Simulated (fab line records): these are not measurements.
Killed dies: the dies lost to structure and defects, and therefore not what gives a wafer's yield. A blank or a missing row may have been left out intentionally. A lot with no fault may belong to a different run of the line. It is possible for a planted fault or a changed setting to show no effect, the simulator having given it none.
fab line records -- flow sky130 -- part 1 of 2: steps 1 to 43 of 44
record lots=6, wafers=18, last_day=50
route steps=708 shown VIA2@522 METAL3@532 CAPM@537 PAD_OPEN@708
lots untouched by any fault: they come from a run of this same line in which no faults occurred
start_h: hours from the record's first day to the start of the lot's first wafer shown -- wait_h: hours since the lot's step before -- " identical to the entry in the row above -- L1.1+2: one row covering several wafers at once -- - value missing, or start not given -- * or withheld: withheld -- < > ~ a bound
route shown NAME@n: names a module that has steps shown in the file, with the first one's number in the route -- usual: average and standard deviation across the fault-free wafers -- same: alike in all rows -- chamber/n: place in a boat -- sites: the reading at each site -- _std_site: the values' standard deviation -- _edge_site: the outer-site mean with the inner-site mean subtracted -- radius_mm: how far each site lies from the wafer's centre -- mask NAME#n: copy n -- behind: the last tool/chamber to shape the wafer -- hold: the reason the lot was held/the length of the hold in hours/how it ended -- device: names the non-switching transistor (n, p or np) -- end of line: tests run on the same wafers once the route is complete -- for a step that has no rows: nothing shown but its recipe -- killed: not the wafer's yield, but the dies lost to structure and defects at the first sort -- map: a wafer's dies, x killed, . not, _ none there
set.NAME: the setting that was run; set.NAME@STEP: the one run at that earlier step -- model.NAME: the simulator's own value behind a step, which no gauge read
a table for each step, a row for each wafer; lots at some steps of the route
services: when a tool's chamber went out of use (start_h, in hours from the record's first day, below 0 if earlier), for how many hours, and the reason
## steps
# step SKY_VIA2_ETCH_15
# recipe target=SiO2, chemistry=C4F8/O2/Ar, target_depth_nm=546, stop_on=TiN, mask_material=KrF-thick, source_w=1500, bias_w=1200, pressure_mtorr=40, c4f8_flow_sccm=withheld, O2_flow_sccm=6, Ar_flow_sccm=300, time_s=84
# step SKY_VIA2_STRIP_16
# recipe chemistry=O2/N2, power_w=1400, pressure_mtorr=1500, platen_temp_c=withheld, o2_flow_sccm=3000, n2_flow_sccm=300, overash_fraction=0.5
# step SKY_VIA2_STRIP_17
# recipe chemistry=post_etch_residue_remover, time_s=1200, temp_c=72.5
# step SKY_VIA2_CLEAN_18
# recipe chemistry=IPA, time_s=180, temp_c=25
# step SKY_VIA2_CLEAN_19
# recipe chemistry=O3/DIW, dry=n2_spin
# step SKY_VIA2_SPUTTER_20
# recipe material=TiN, target_thk_nm=20, chamber_pressure_pa=5, power_w=4000, time_s=80
# usual chamber_pressure_pa=5.001/0.0094, throttle_valve_pct=29.7/1.3
lot.wafer,tool,chamber,start_h,wait_h,chamber_pressure_pa,throttle_valve_pct
L921.1,pvd_sputter-03,-,872.75,0.0,4.998,31.4
L921.3,pvd_sputter-03,-,872.75,0.0,4.987,30.1
L921.6,pvd_sputter-03,-,872.75,0.0,4.986,30.3
L923.2,pvd_sputter-02,-,894.23,0.0,4.985,28.3
L923.3,pvd_sputter-02,-,894.23,0.0,4.993,29.4
L923.5,pvd_sputter-02,-,894.23,0.0,5.008,29.0
L934.3,pvd_sputter-03,-,970.27,0.0,4.998,30.1
L934.4,pvd_sputter-03,-,970.27,0.0,5.014,28.3
L934.6,pvd_sputter-03,-,970.27,0.0,4.997,30.2
L937.4,pvd_sputter-02,-,992.26,0.0,5.013,28.0
L937.5,pvd_sputter-02,-,992.26,0.0,5.003,29.2
L937.6,pvd_sputter-02,-,992.26,0.0,5.002,29.1
L941.1,pvd_sputter-03,-,1023.72,0.0,5.014,31.4
L941.2,pvd_sputter-03,-,1023.72,0.0,5.004,29.4
L941.6,pvd_sputter-03,-,1023.72,0.0,4.996,29.4
L940.2,pvd_sputter-03,-,1024.68,0.0,4.999,29.8
L940.4,pvd_sputter-03,-,1024.68,0.0,4.992,29.7
L940.6,pvd_sputter-03,-,1024.68,0.0,5.000,28.5
# step SKY_VIA2_CVD_21
# recipe material=W, target_thk_nm=420, time_s=126.4, temp_c=400, pressure_torr=40
# usual chamber_pressure_Torr=40.01/0.095, heater_power_w=882/30
lot.wafer,tool,chamber,start_h,wait_h,chamber_pressure_Torr,heater_power_w
L921.1,cvd_w-01,1,872.82,0.0,40.11,906
L921.3,cvd_w-01,0,872.82,0.0,39.92,839
L921.6,cvd_w-01,0,872.82,0.0,40.01,858
L923.2,cvd_w-01,1,894.29,0.0,40.03,926
L923.3,cvd_w-01,0,894.29,0.0,40.09,861
L923.5,cvd_w-01,0,894.29,0.0,39.91,862
L934.3,cvd_w-02,1,970.38,0.1,39.79,842
L934.4,cvd_w-02,0,970.38,0.1,40.20,872
L934.6,cvd_w-02,0,970.38,0.1,40.13,897
L937.4,cvd_w-01,1,992.37,0.1,40.03,950
L937.5,cvd_w-01,1,992.37,0.1,39.87,922
L937.6,cvd_w-01,0,992.37,0.1,40.07,859
L941.1,cvd_w-02,1,1023.79,0.0,40.23,859
L941.2,cvd_w-02,0,1023.79,0.0,40.11,882
L941.6,cvd_w-02,1,1023.79,0.0,40.16,852
L940.2,cvd_w-01,0,1024.74,0.0,40.02,864
L940.4,cvd_w-01,0,1024.74,0.0,39.94,883
L940.6,cvd_w-01,0,1024.74,0.0,39.90,870
# step SKY_VIA2_RS_MEAS_22
# recipe thk_meas_gauge=four-point-probe, reads=W_of_VIA2_CVD_21+TiN_of_VIA2_SPUTTER_20
# usual VIA2_W_RS=0.274/0.0032
lot.wafer,tool,chamber,start_h,wait_h,VIA2_W_RS[ohm/sq]
L921.1,film_metro-03,-,872.95,0.1,0.272
L921.3,film_metro-03,-,872.95,0.1,0.269
L921.6,film_metro-03,-,872.95,0.1,0.270
L923.2,film_metro-01,-,894.44,0.1,0.273
L923.3,film_metro-01,-,894.44,0.1,0.273
L923.5,film_metro-01,-,894.44,0.1,0.272
L934.3,film_metro-02,-,970.50,0.1,0.274
L934.4,film_metro-02,-,970.50,0.1,0.273
L934.6,film_metro-02,-,970.50,0.1,0.274
L937.4,film_metro-01,-,992.51,0.1,0.276
L937.5,film_metro-01,-,992.51,0.1,0.269
L937.6,film_metro-01,-,992.51,0.1,0.269
L941.1,film_metro-03,-,1023.92,0.1,0.278
L941.2,film_metro-03,-,1023.92,0.1,0.275
L941.6,film_metro-03,-,1023.92,0.1,0.282
L940.2,film_metro-01,-,1024.89,0.1,0.276
L940.4,film_metro-01,-,1024.89,0.1,0.276
L940.6,film_metro-01,-,1024.89,0.1,0.271
# step SKY_VIA2_THK_MEAS_23
# recipe thk_meas_gauge=xrf, reads=W_of_VIA2_CVD_21
# usual VIA2_W_THK=427/6
lot.wafer,tool,chamber,start_h,wait_h,VIA2_W_THK[nm]
L921.1,film_metro-03,-,873.07,0.1,430
L921.3,film_metro-03,-,873.07,0.1,434
L921.6,film_metro-03,-,873.07,0.1,430
L923.2,film_metro-01,-,894.55,0.1,430
L923.3,film_metro-01,-,894.55,0.1,425
L923.5,film_metro-01,-,894.55,0.1,434
L934.3,film_metro-02,-,970.60,0.1,424
L934.4,film_metro-02,-,970.60,0.1,422
L934.6,film_metro-02,-,970.60,0.1,426
L937.4,film_metro-01,-,992.60,0.1,422
L937.5,film_metro-01,-,992.60,0.1,433
L937.6,film_metro-01,-,992.60,0.1,432
L941.1,film_metro-03,-,1024.04,0.1,422
L941.2,film_metro-03,-,1024.04,0.1,428
L941.6,film_metro-03,-,1024.04,0.1,419
L940.2,film_metro-01,-,1025.00,0.1,428
L940.4,film_metro-01,-,1025.00,0.1,428
L940.6,film_metro-01,-,1025.00,0.1,435
# step SKY_VIA2_CMP_24
# recipe stop_on=SiO2, t_overpolish_s=20, down_force_psi=3.5, platen_rpm=60, target_thk_nm=0, pad_velocity_m_s=0.94248
# usual motor_current_A=10.5/1.2, overpolish_run_s=20.000/0.0091, time_to_endpoint_s=99/5.2
# same t_overpolish_s=20
lot.wafer,tool,chamber,start_h,wait_h,motor_current_A,overpolish_run_s,time_to_endpoint_s
L921.3,cmp-01,1,873.13,0.0,10.2,20.002,97
L921.1,cmp-01,0,873.13,0.0,9.2,19.999,93
L921.6,cmp-01,1,873.13,0.0,10.1,20.009,99
L923.3,cmp-02,2,894.65,0.1,9.2,20.003,103
L923.2,cmp-02,0,894.65,0.1,11.7,20.003,93
L923.5,cmp-02,1,894.65,0.1,10.7,19.988,105
L934.4,cmp-02,0,970.64,0.0,11.8,19.998,95
L934.3,cmp-02,3,970.64,0.0,8.8,20.014,107
L934.6,cmp-02,1,970.64,0.0,9.9,19.995,100
L937.4,cmp-01,1,992.68,0.1,10.3,20.008,96
L937.6,cmp-01,0,992.68,0.1,8.8,19.981,92
L937.5,cmp-01,1,992.68,0.1,10.1,20.012,99
L941.2,cmp-02,2,1024.10,0.0,9.6,20.004,102
L941.1,cmp-02,3,1024.10,0.0,9.6,20.010,101
L941.6,cmp-02,3,1024.10,0.0,9.0,20.016,102
L940.2,cmp-02,3,1025.05,0.0,9.5,19.994,110
L940.4,cmp-02,0,1025.05,0.0,12.6,20.003,98
L940.6,cmp-02,3,1025.05,0.0,10.0,19.987,108
# step SKY_METAL3_SPUTTER_00
# recipe material=Ti, target_thk_nm=15, power_w=3000, time_s=10, chamber_pressure_pa=0.4
# step SKY_METAL3_SPUTTER_01
# recipe material=TiN, target_thk_nm=20, power_w=6500, time_s=16.7, chamber_pressure_pa=0.4
# step SKY_METAL3_SPUTTER_02
# recipe material=AlCu, target_thk_nm=735, power_w=10600, time_s=39.1, chamber_pressure_pa=0.4
# usual chamber_pressure_pa=0.4000/0.00077, throttle_valve_pct=29.6/1
lot.wafer,tool,chamber,start_h,wait_h,chamber_pressure_pa,throttle_valve_pct,model.AlCu_of_METAL3_SPUTTER_02.thk_nm
L921.1,pvd_sputter-03,-,873.48,0.0,0.3994,30.1,737.8
L921.3,pvd_sputter-03,-,873.48,0.0,0.4006,31.1,729.8
L921.6,pvd_sputter-03,-,873.48,0.0,0.4009,29.7,739.4
L923.2,pvd_sputter-04,-,894.95,0.0,0.3995,31.0,731.8
L923.3,pvd_sputter-04,-,894.95,0.0,0.3995,28.7,745.6
L923.5,pvd_sputter-04,-,894.95,0.0,0.3997,31.1,727.7
L934.3,pvd_sputter-04,-,970.99,0.0,0.4002,30.2,730.3
L934.4,pvd_sputter-04,-,970.99,0.0,0.4756,27.9,710.8
L934.6,pvd_sputter-04,-,970.99,0.0,0.4748,28.2,706.7
L937.4,pvd_sputter-04,-,992.98,0.0,0.4010,28.6,736.9
L937.5,pvd_sputter-04,-,992.98,0.0,0.4000,30.4,718.6
L937.6,pvd_sputter-04,-,992.98,0.0,0.4748,28.1,685.7
L941.1,pvd_sputter-02,-,1024.47,0.0,0.3998,28.1,717.2
L941.2,pvd_sputter-02,-,1024.47,0.0,0.3988,28.3,719.4
L941.6,pvd_sputter-02,-,1024.47,0.0,0.4001,29.3,726.4
L940.2,pvd_sputter-02,-,1025.42,0.0,0.3998,28.1,731.2
L940.4,pvd_sputter-02,-,1025.42,0.0,0.3995,29.5,734.8
L940.6,pvd_sputter-02,-,1025.42,0.0,0.3993,29.0,738.8
# step SKY_METAL3_SPUTTER_03
# recipe material=Ti, target_thk_nm=5, power_w=3000, time_s=3.3, chamber_pressure_pa=0.4
# step SKY_METAL3_SPUTTER_04
# recipe material=TiN, target_thk_nm=70, power_w=6500, time_s=58.3, chamber_pressure_pa=0.4
# usual chamber_pressure_pa=0.4000/0.00081, throttle_valve_pct=29.6/1
lot.wafer,tool,chamber,start_h,wait_h,chamber_pressure_pa,throttle_valve_pct
L921.1,pvd_sputter-03,-,873.55,0.0,0.4009,30.3
L921.3,pvd_sputter-03,-,873.55,0.0,0.3992,31.4
L921.6,pvd_sputter-03,-,873.55,0.0,0.4005,29.7
L923.2,pvd_sputter-04,-,895.00,0.0,0.4002,31.0
L923.3,pvd_sputter-04,-,895.00,0.0,0.3999,28.8
L923.5,pvd_sputter-04,-,895.00,0.0,0.4001,30.8
L934.3,pvd_sputter-04,-,971.05,0.0,0.4025,30.2
L934.4,pvd_sputter-04,-,971.05,0.0,0.3998,30.4
L934.6,pvd_sputter-04,-,971.05,0.0,0.4002,30.8
L937.4,pvd_sputter-04,-,993.04,0.0,0.4003,28.6
L937.5,pvd_sputter-04,-,993.04,0.0,0.3995,30.3
L937.6,pvd_sputter-04,-,993.04,0.0,0.3993,30.6
L941.1,pvd_sputter-02,-,1024.52,0.0,0.3999,27.8
L941.2,pvd_sputter-02,-,1024.52,0.0,0.3990,28.3
L941.6,pvd_sputter-02,-,1024.52,0.0,0.3994,29.2
L940.2,pvd_sputter-02,-,1025.48,0.0,0.4003,28.0
L940.4,pvd_sputter-02,-,1025.48,0.0,0.3986,29.3
L940.6,pvd_sputter-02,-,1025.48,0.0,0.4003,29.1
# step SKY_CAPM_CVD_00
# recipe material=SiO2, target_thk_nm=15.5, temp_c=400, time_s=withheld, rf_w=450
# step SKY_CAPM_THK_MEAS_01
# recipe reads=SiO2_of_CAPM_CVD_00
# usual CAPM_CVD_00_THK=15.60/0.26
lot.wafer,tool,chamber,start_h,wait_h,CAPM_CVD_00_THK[nm]
L921.1,film_metro-02,-,873.62,-,15.73
L921.3,film_metro-02,-,873.62,-,15.63
L921.6,film_metro-02,-,873.62,-,15.91
L923.2,film_metro-02,-,895.08,-,15.78
L923.3,film_metro-02,-,895.08,-,15.40
L923.5,film_metro-02,-,895.08,-,15.68
L934.3,film_metro-04,-,971.14,-,15.48
L934.4,film_metro-04,-,971.14,-,15.76
L934.6,film_metro-04,-,971.14,-,15.65
L937.4,film_metro-04,-,993.14,-,15.64
L937.5,film_metro-04,-,993.14,-,15.90
L937.6,film_metro-04,-,993.14,-,15.35
L941.1,film_metro-02,-,1024.60,-,15.48
L941.2,film_metro-02,-,1024.60,-,15.64
L941.6,film_metro-02,-,1024.60,-,15.69
L940.2,film_metro-02,-,1025.56,-,15.49
L940.4,film_metro-02,-,1025.56,-,15.92
L940.6,film_metro-02,-,1025.56,-,16.18
# step SKY_CAPM_SPUTTER_02
# recipe material=TiN, target_thk_nm=200, temp_c=300, power_w=6710, time_s=166.7, chamber_pressure_pa=0.4
# usual chamber_pressure_pa=0.3999/0.00083, throttle_valve_pct=30.0/1.3
lot.wafer,tool,chamber,start_h,wait_h,chamber_pressure_pa,throttle_valve_pct
L921.1,pvd_sputter-01,-,873.68,0.1,0.3999,32.0
L921.3,pvd_sputter-01,-,873.68,0.1,0.4005,28.1
L921.6,pvd_sputter-01,-,873.68,0.1,0.3995,29.2
L923.2,pvd_sputter-01,-,895.13,0.0,0.4014,31.2
L923.3,pvd_sputter-01,-,895.13,0.0,0.3988,31.9
L923.5,pvd_sputter-01,-,895.13,0.0,0.3992,28.9
L934.3,pvd_sputter-03,-,971.18,0.0,0.3993,30.2
L934.4,pvd_sputter-03,-,971.18,0.0,0.3993,29.7
L934.6,pvd_sputter-03,-,971.18,0.0,0.4006,31.7
L937.4,pvd_sputter-03,-,993.17,0.0,0.3982,29.5
L937.5,pvd_sputter-03,-,993.17,0.0,0.4005,30.2
L937.6,pvd_sputter-03,-,993.17,0.0,0.3984,29.7
L941.1,pvd_sputter-01,-,1024.66,0.1,0.4016,32.0
L941.2,pvd_sputter-01,-,1024.66,0.1,0.3987,28.5
L941.6,pvd_sputter-01,-,1024.66,0.1,0.4007,29.2
L940.2,pvd_sputter-03,-,1025.61,0.0,0.4001,31.2
L940.4,pvd_sputter-03,-,1025.61,0.0,0.3999,28.5
L940.6,pvd_sputter-03,-,1025.61,0.0,0.3988,29.3
# step SKY_CAPM_RS_MEAS_03
# recipe thk_meas_gauge=four-point-probe, reads=TiN_of_CAPM_SPUTTER_02
# usual CAPM_TIN_RS=6.72/0.078
lot.wafer,tool,chamber,start_h,wait_h,CAPM_TIN_RS[ohm/sq]
L921.1,film_metro-04,-,873.79,0.1,6.80
L921.3,film_metro-04,-,873.79,0.1,6.78
L921.6,film_metro-04,-,873.79,0.1,6.70
L923.2,film_metro-04,-,895.26,0.1,6.77
L923.3,film_metro-04,-,895.26,0.1,6.80
L923.5,film_metro-04,-,895.26,0.1,6.68
L934.3,film_metro-02,-,971.33,0.1,6.77
L934.4,film_metro-02,-,971.33,0.1,6.68
L934.6,film_metro-02,-,971.33,0.1,6.68
L937.4,film_metro-04,-,993.34,0.1,6.62
L937.5,film_metro-04,-,993.34,0.1,6.66
L937.6,film_metro-04,-,993.34,0.1,6.64
L941.1,film_metro-04,-,1024.76,0.1,6.75
L941.2,film_metro-04,-,1024.76,0.1,6.85
L941.6,film_metro-04,-,1024.76,0.1,6.70
L940.2,film_metro-04,-,1025.74,0.1,6.62
L940.4,film_metro-04,-,1025.74,0.1,6.64
L940.6,film_metro-04,-,1025.74,0.1,6.63
# step SKY_CAPM_THK_MEAS_04
# recipe thk_meas_gauge=xrf, reads=TiN_of_CAPM_SPUTTER_02
# usual CAPM_TIN_THK=202.3/2.6
lot.wafer,tool,chamber,start_h,wait_h,CAPM_TIN_THK[nm]
L921.1,film_metro-04,-,873.91,0.1,199.4
L921.3,film_metro-04,-,873.91,0.1,201.1
L921.6,film_metro-04,-,873.91,0.1,203.0
L923.2,film_metro-04,-,895.37,0.1,201.8
L923.3,film_metro-04,-,895.37,0.1,200.4
L923.5,film_metro-04,-,895.37,0.1,203.3
L934.3,film_metro-02,-,971.43,0.1,201.2
L934.4,film_metro-02,-,971.43,0.1,203.4
L934.6,film_metro-02,-,971.43,0.1,205.5
L937.4,film_metro-04,-,993.43,0.1,207.6
L937.5,film_metro-04,-,993.43,0.1,204.1
L937.6,film_metro-04,-,993.43,0.1,206.4
L941.1,film_metro-04,-,1024.88,0.1,202.6
L941.2,film_metro-04,-,1024.88,0.1,199.9
L941.6,film_metro-04,-,1024.88,0.1,203.9
L940.2,film_metro-04,-,1025.85,0.1,205.7
L940.4,film_metro-04,-,1025.85,0.1,205.5
L940.6,film_metro-04,-,1025.85,0.1,207.6
# step SKY_CAPM_DEHYDRATE_05
# recipe temp_c=200, time_s=60
# step SKY_CAPM_HMDS_06
# recipe prime_time_s=60, prime_temp_c=120
# step SKY_CAPM_COAT_07
# recipe resist=NOVOLAK, spin_rpm=3000, resist_thk_nm=1140
# step SKY_CAPM_SOFTBAKE_08
# recipe temp_c=90, time_s=60, resist=NOVOLAK
# step SKY_CAPM_EXPOSE_09
# recipe mask_id=CAPM, na=0.6, source_shape=conventional, sigma_outer=0.6, polarization=unpolarized, target_cd_nm=1000, dose_mj=159
# step SKY_CAPM_PEB_10
# recipe temp_c=withheld, time_s=*, resist=NOVOLAK
# step SKY_CAPM_DEVELOP_11
# recipe resist=NOVOLAK, developer=TMAH, develop_time_s=60, dev_temp_c=23
# step SKY_CAPM_OVL_MEAS_12
# usual CAPM_OVL=-0.5/1.4
lot.wafer,tool,chamber,start_h,wait_h,CAPM_OVL[nm]
L921.1,overlay-01,-,899.88,0.1,-0.8
L921.3,overlay-01,-,899.88,0.1,0.2
L921.6,overlay-01,-,899.88,0.1,-0.6
L923.2,overlay-02,-,920.17,0.1,-0.9
L923.3,overlay-02,-,920.17,0.1,-1.6
L923.5,overlay-02,-,920.17,0.1,-1.9
L934.3,overlay-01,-,995.18,0.1,-1.5
L934.4,overlay-01,-,995.18,0.1,-2.2
L934.6,overlay-01,-,995.18,0.1,-1.4
L937.4,overlay-02,-,1016.59,0.1,-0.2
L937.5,overlay-02,-,1016.59,0.1,0.1
L937.6,overlay-02,-,1016.59,0.1,0.7
L941.1,overlay-01,-,1047.16,0.1,-2.7
L941.2,overlay-01,-,1047.16,0.1,0.8
L941.6,overlay-01,-,1047.16,0.1,-1.9
L940.2,overlay-02,-,1047.89,0.1,0.3
L940.4,overlay-02,-,1047.89,0.1,-0.1
L940.6,overlay-02,-,1047.89,0.1,-0.4
# step SKY_CAPM_METAL_ETCH_13
# recipe target_depth_nm=220, stop_on=SiO2, chemistry=Cl2/BCl3, target=TiN, pressure_mtorr=10, icp_w=900, bias_w=48.5, Cl2_flow_sccm=60, bcl3_flow_sccm=30, time_s=62.9
# step SKY_CAPM_STRIP_14
# recipe chemistry=O2/N2, power_w=1400, pressure_mtorr=1500, platen_temp_c=withheld, o2_flow_sccm=3000, n2_flow_sccm=300, overash_fraction=0.5
# step SKY_CAPM_STRIP_15
# recipe chemistry=post_etch_residue_remover, time_s=1200, temp_c=72.5
# step SKY_CAPM_CLEAN_16
# recipe chemistry=IPA, time_s=180, temp_c=25
# step SKY_CAPM_CLEAN_17
# recipe chemistry=O3/DIW, dry=n2_spin
# step SKY_METAL3_DEHYDRATE_05
# recipe temp_c=200, time_s=60
# step SKY_METAL3_HMDS_06
# recipe prime_time_s=60, prime_temp_c=120
# step SKY_METAL3_COAT_07
# recipe resist=BARC, temp_c=withheld, time_s=withheld, spin_rpm=3000, resist_thk_nm=60
# step SKY_METAL3_COAT_08
# recipe resist=KrF-thick, spin_rpm=3000, resist_thk_nm=1140
# step SKY_METAL3_SOFTBAKE_09
# recipe temp_c=100, time_s=90, resist=KrF-thick
# step SKY_METAL3_EXPOSE_10
# recipe mask_id=MM3, na=0.68, source_shape=annular, sigma_inner=0.4, sigma_outer=0.8, target_cd_nm=300, dose_mj=28
# step SKY_METAL3_PEB_11
# recipe peb_temp_c=withheld, peb_time_s=withheld, resist=KrF-thick
# step SKY_METAL3_DEVELOP_12
# recipe develop_time_s=60, resist=KrF-thick, dev_temp_c=21
# step SKY_METAL3_CD_MEAS_13
# recipe target_cd_nm=300
# usual cd_nm=300.0/1.6
lot.wafer,tool,chamber,start_h,wait_h,cd_nm
L921.1,cd_sem-01,-,925.92,-,298.3
L921.3,cd_sem-01,-,925.92,-,298.7
L921.6,cd_sem-01,-,925.92,-,299.1
L923.2,cd_sem-02,-,945.24,-,299.9
L923.3,cd_sem-02,-,945.24,-,300.1
L923.5,cd_sem-02,-,945.24,-,300.6
L934.3,cd_sem-01,-,1019.01,-,301.6
L934.4,cd_sem-01,-,1019.01,-,301.8
L934.6,cd_sem-01,-,1019.01,-,302.5
L937.4,cd_sem-02,-,1040.18,-,300.9
L937.5,cd_sem-02,-,1040.18,-,300.9
L937.6,cd_sem-02,-,1040.18,-,301.5
L941.1,cd_sem-01,-,1068.62,-,297.8
L941.2,cd_sem-01,-,1068.62,-,294.6
L941.6,cd_sem-01,-,1068.62,-,296.2
L940.2,cd_sem-02,-,1069.69,-,300.4
L940.4,cd_sem-02,-,1069.69,-,299.9
L940.6,cd_sem-02,-,1069.69,-,299.6
# step SKY_METAL3_METAL_ETCH_18
# recipe target_depth_a=8450, stop_on=SiO2, over_etch_frac=0.3, time_s=183.1, chemistry=Cl2/BCl3, resist_sidewall_deg=88, pressure_mtorr=10, icp_w=900, bias_w=48.5, Cl2_flow_sccm=60, bcl3_flow_sccm=30
# usual drypump_motor_current_A=5.7/0.37, oes_product_au=0.865/0.0077, rf_fwd_power_W=896.7/2.6, throttle_valve_pct=22.264/0.0091
# same over_etch_frac=0.3
lot.wafer,tool,chamber,start_h,wait_h,drypump_motor_current_A,oes_product_au,rf_fwd_power_W,rf_hours_counter_h,throttle_valve_pct,model.etch.depth_nm,model.METAL3.feature_depth_nm
L921.1,rie_metal-02,1,926.23,0.0,5.8,0.865,898.0,0,22.262,868.8,868.8
L921.3,rie_metal-02,0,926.23,0.0,5.5,0.865,898.2,-,22.276,860.7,860.7
L921.6,rie_metal-02,1,926.23,0.0,5.8,0.875,896.9,-,22.263,870.6,870.6
L923.2,rie_metal-02,0,945.53,0.0,5.5,0.861,896.9,13,22.256,861.5,861.5
L923.3,rie_metal-02,1,945.53,0.0,5.8,0.879,899.9,-,22.276,874.9,874.9
L923.5,rie_metal-02,1,945.53,0.0,5.8,0.866,894.7,-,22.253,857.7,857.7
L934.3,rie_metal-04,0,1019.47,0.1,6.1,0.864,895.7,-,22.267,860.2,860.2
L934.4,rie_metal-04,1,1019.47,0.1,6.4,0.854,898.5,-,22.280,840.9,840.9
L934.6,rie_metal-04,0,1019.47,0.1,6.1,0.854,891.0,-,22.272,837,837
L937.4,rie_metal-01,1,1040.49,0.1,5.1,0.865,894.9,-,22.263,866.8,866.8
L937.5,rie_metal-01,1,1040.49,0.1,5.1,0.852,897.1,-,22.251,847.5,847.5
L937.6,rie_metal-01,0,1040.49,0.1,5.9,0.840,895.4,-,22.282,814.8,814.8
L941.1,rie_metal-04,1,1068.93,0.0,6.4,0.856,894.1,20,22.265,849.6,849.6
L941.2,rie_metal-04,0,1068.93,0.0,6.1,0.866,893.4,18,22.269,849.2,849.2
L941.6,rie_metal-04,1,1068.93,0.0,6.4,0.868,898.8,-,22.254,857.7,857.7
L940.2,rie_metal-01,1,1069.98,0.0,5.1,0.858,898.6,24,22.270,861.1,861.1
L940.4,rie_metal-01,1,1069.98,0.0,5.1,0.857,903.5,-,22.268,864.6,864.6
L940.6,rie_metal-01,0,1069.98,0.0,5.9,0.861,899.5,-,22.277,868.8,868.8
## key
first_sign step=SKY_METAL3_SPUTTER_02, reading=chamber_pressure_pa, direction=up, sigmas=98, usual=0.4000, struck=0.4751
effect none on later readings
model_effect step=SKY_METAL3_SPUTTER_02, value=AlCu_of_METAL3_SPUTTER_02.thk_nm, without=729.2, struck=701.1
model_effect step=SKY_METAL3_METAL_ETCH_18, value=etch.depth_nm, without=859, struck=830.9
model_effect step=SKY_PAD_OPEN_PROBE_99, value=etest.met3.line_ohm_um, without=0.1436, struck=0.1494
met_at SKY_METAL3_SPUTTER_02
struck_wafers L934.4,L934.6,L937.6
fault kind=process_parameter_drift, tool=pvd_sputter-04, chamber=-, onset_h=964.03, steps=SKY_METAL3_SPUTTER_02, channel=chamber_pressure_pa, offset=0.075213, shape=step, end_h=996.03, acts_in=these_recipes_only, stated=0.4, scope=struck_wafers_only
